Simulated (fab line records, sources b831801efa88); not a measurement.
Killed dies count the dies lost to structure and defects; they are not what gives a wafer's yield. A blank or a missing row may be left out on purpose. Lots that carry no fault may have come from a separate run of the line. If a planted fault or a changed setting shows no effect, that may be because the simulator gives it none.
Chamber matching | flow gf180mcu | GF_V1_CMP_26 on cmp-02 has 4 sister chambers
The step polishes, stops on SiO2, t overpolish 15 s, target thk 0 nm. 24 wafers are shown with their chamber, then 12 later ones without.

== WAFERS, EACH WITH ITS CHAMBER ==
wafer  | chamber | motor-current-A (A) | time-to-endpoint-s (s) | overpolish-run-s (s)
L075.3 | 3       | 10.2                | 83                     | 14.993
L075.4 | 0       | 10.4                | 81                     | 14.992
L075.5 | 0       | 10.9                | 84                     | 14.994
L075.1 | 2       | 11.8                | 85                     | 14.998
L075.2 | 1       | 10.5                | 91                     | 15.008
L075.6 | 1       | 10.2                | 86                     | 15.003
L078.1 | 1       | 10.9                | 82                     | 14.999
L078.3 | 3       | 10.9                | 75                     | 14.996
L078.5 | 3       | 10.6                | 81                     | 15.013
L078.2 | 0       | 10.8                | 78                     | 15.009
L078.4 | 2       | 10.8                | 80                     | 14.999
L078.6 | 0       | 11.0                | 78                     | 14.994
L081.1 | 3       | 10.6                | 87                     | 15.000
L081.3 | 0       | 10.9                | 83                     | 15.004
L081.4 | 1       | 10.5                | 89                     | 14.995
L083.1 | 2       | 11.3                | 81                     | 15.002
L083.3 | 1       | 10.7                | 86                     | 14.988
L083.5 | 0       | 10.6                | 79                     | 14.996
L086.1 | 0       | 10.8                | 84                     | 14.996
L086.4 | 2       | 11.9                | 84                     | 15.012
L086.5 | 2       | 11.4                | 80                     | 14.998
L089.1 | 1       | 10.6                | 87                     | 15.008
L089.3 | 3       | 10.4                | 87                     | 15.003
L089.5 | 1       | 10.6                | 84                     | 14.999

SIGNATURES (means of the wafers above)
reading            | chamber 0 | chamber 1 | chamber 2 | chamber 3 | scatter within a chamber
motor-current-A    | 10.771    | 10.571    | 11.440    | 10.540    | 0.28
time-to-endpoint-s | 81.00     | 86.43     | 82.00     | 82.60     | 3.31
overpolish-run-s   | 14.99786  | 15.00000  | 15.00180  | 15.00100  | 0.00678
Rule: for each reading, subtract the chamber's mean from the wafer's reading, divide by that reading's scatter and square the result; add these up over the readings and take the root, which gives the wafer's distance from the chamber. The wafer belongs to the nearest chamber; if the next one is less than 2 further off, it can't be placed. The scatter: the root of (the sum of the squares of (reading less its chamber's mean) over the shown wafers, divided by (wafers less chambers)).

== WAFERS WITHOUT THEIR CHAMBER ==
wafer  | motor-current-A (A) | time-to-endpoint-s (s) | overpolish-run-s (s)
L092.2 | 11.1                | 80                     | 14.991
L092.5 | 11.6                | 80                     | 15.007
L092.6 | 11.0                | 86                     | 15.002
L093.4 | 10.6                | 85                     | 14.998
L093.5 | 11.0                | 83                     | 15.022
L093.6 | 11.6                | 80                     | 15.008
L095.1 | 12.1                | 83                     | 15.003
L095.2 | 11.4                | 81                     | 14.989
L095.4 | 10.4                | 80                     | 14.986
L096.2 | 10.8                | 83                     | 14.996
L096.5 | 11.0                | 80                     | 14.999
L096.6 | 11.0                | 76                     | 15.005

== WHICH CHAMBER EACH ONE RAN IN ==
wafer  | from the rows above               | in truth
L092.2 | can't be placed: 0 or 2 or 3 or 1 | 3
L092.5 | 2                                 | 2
L092.6 | can't be placed: 1 or 0 or 3 or 2 | 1
L093.4 | can't be placed: 1 or 3 or 0      | 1
L093.5 | can't be placed: 2 or 3 or 0 or 1 | 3
L093.6 | 2                                 | 2
L095.1 | 2                                 | 2
L095.2 | can't be placed: 2 or 0 or 3 or 1 | 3
L095.4 | can't be placed: 0 or 3 or 1      | 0
L096.2 | can't be placed: 0 or 3 or 1 or 2 | 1
L096.5 | can't be placed: 0 or 2 or 3 or 1 | 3
L096.6 | can't be placed: 0 or 2 or 3 or 1 | 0
Correctly placed: 3 of 12. Not placeable from these rows: 9 (in 9, the candidates include the true chamber). 0 placed wrongly.
